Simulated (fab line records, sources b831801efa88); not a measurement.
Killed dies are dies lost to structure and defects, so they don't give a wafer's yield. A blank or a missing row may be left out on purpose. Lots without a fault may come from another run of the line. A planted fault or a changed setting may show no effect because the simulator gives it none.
One fault seen from 2 desks | flow sfq_line | each desk has only its own numbers; what lay behind them comes last

THE TOOL OWNER'S DESK: rie_diel-02
The tool's own readings at SFQ_TRILAYER_I1_VIA_BARC_OPEN_VIA_ETCH_071 (etches BARC in O2, target depth 125 nm, time 41.7 s): means of the sampled wafers that have a number, for each lot that ran on this tool. A lot is out of limits, marked OUT, if its mean lies more than 4 standard deviations from the usual mean; the brackets give that distance.
Columns: A = bias_w at SFQ_TRILAYER_I1_VIA_BARC_OPEN_VIA_ETCH_071, usual 79.98 W; B = drypump_motor_current_A at SFQ_TRILAYER_I1_VIA_BARC_OPEN_VIA_ETCH_071, usual 5.6 A; C = oes_product_au at SFQ_TRILAYER_I1_VIA_BARC_OPEN_VIA_ETCH_071, usual 0.685 a.u.; D = rf_fwd_power_W at SFQ_TRILAYER_I1_VIA_BARC_OPEN_VIA_ETCH_071, usual 494.5 W
lot  | first seen here | A               | B   | C     | D
L887 | day 24 23:23    | 79.99           | 5.7 | 0.681 | 496.5
L895 | day 37 06:00    | 86.21 (+22) OUT | 5.8 | 0.686 | 496.0
L896 | day 38 03:36    | 86.26 (+22) OUT | 5.7 | 0.680 | 496.4
L905 | day 40 14:23    | 80.06           | 5.7 | 0.685 | 497.1
This desk's finding: out of limits on L895, L896; first on L895, day 37 06:00 (bias_w at SFQ_TRILAYER_I1_VIA_BARC_OPEN_VIA_ETCH_071). In limits: L887, L905.

THE METROLOGY DESK
What the gauges read, lot by lot, whatever tool the lot ran on: means of the sampled wafers that have a number. A lot is out of limits, marked OUT, if its mean lies more than 4 standard deviations from the usual mean; the brackets give that distance.
Columns: A = I1_BOW at SFQ_I1_BOW_MEAS_912, usual 1 um; B = I1_OVL at SFQ_I1_OVL_MEAS_913, usual 3 nm
lot  | first seen here | A  | B
L885 | day 24 14:05    | 7  | 8
L887 | day 24 19:48    | -6 | 3
L895 | day 30 19:43    | 1  | 3
L896 | day 31 15:22    | -8 | 3
L901 | day 33 07:50    | 1  | 3
L905 | day 34 01:50    | -7 | -1
This desk's finding: nothing out of limits on any of the 6 lots.

PUT TOGETHER
The tool owner's desk could have raised an alarm at day 37 06:00, on L895, L896.
The metrology desk saw nothing out of limits.
The metrology desk has L895, L896 on record, within its limits.
Of the lots named, all ran SFQ_TRILAYER_I1_VIA_BARC_OPEN_VIA_ETCH_071 on rie_diel-02.

WHAT THE SIMULATOR HAD PUT IN
Process parameter drift: rie_diel-02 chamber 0, from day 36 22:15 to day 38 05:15, at SFQ_TRILAYER_I1_VIA_BARC_OPEN_VIA_ETCH_071. Setting bias_w, moved by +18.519, from 80. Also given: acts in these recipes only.
Lots struck among those shown: L895, L896.
Hours from the fault's start to each desk's first reading out of limits: the tool owner's desk, 8.
